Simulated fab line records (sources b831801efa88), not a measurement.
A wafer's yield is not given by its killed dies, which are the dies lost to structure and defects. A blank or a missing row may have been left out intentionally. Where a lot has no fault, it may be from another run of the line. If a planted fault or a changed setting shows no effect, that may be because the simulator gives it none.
Which tool did it? -- flow sky130 -- 12 lots (36 wafers sampled), 1 step of a 708-step route

## WHAT EACH GAUGE READ, for each wafer
SKY_VT_ADJUST_HVTP_CD_MEAS_07: target cd 380 nm.
lot,measured,on,cd_nm (nm)
L075,day 6 08:22,cd_sem-01,384.6 383.7 385.5
L077,day 6 15:34,cd_sem-01,385.1 386.6 383.6
L079,day 7 08:50,cd_sem-02,383.1 381.7 381.6
L081,day 7 23:47,cd_sem-02,379.1 383.8 381.1
L083,day 8 10:35,cd_sem-02,378.4 381.3 378.4
L085,day 9 00:37,cd_sem-01,385.3 382.0 381.2
L087,day 9 10:56,cd_sem-02,378.9 377.1 378.0
L089,day 10 04:29,cd_sem-02,381.9 382.0 383.8
L091,day 10 14:02,cd_sem-02,375.9 375.9 377.1
L093,day 11 06:19,cd_sem-01,379.5 383.4 380.6
L095,day 11 17:56,cd_sem-02,382.1 380.4 380.3
L097,day 12 01:58,cd_sem-01,378.4 381.0 380.5

## WHAT TOOL EACH LOT RAN ON (gives the tool, then ch and the chambers of the sampled wafers, and finally the start)
The record shows no process step preceding these readings.

## THE ANSWER, worked out from the rows above alone
Rule: what is usual is taken from the lots themselves. The widest of any qualifying gaps counts: lots, ordered by their means at a reading, are off when they make up no more than a third of the lots, leave a main group of 4 or more, and stand apart from it by 3 or more times the standard deviation of that group's means. A main group whose means are all the same, to the digits that the tables above print for the reading, isn't used. A lot without any number at a reading at which 4 lots or more have one is off too. Where the step has rows for the other lots, those lots are counted as sound.
No lot is off at any reading shown: from this, nothing can be told.

## WHAT WAS PUT IN BY THE SIMULATOR
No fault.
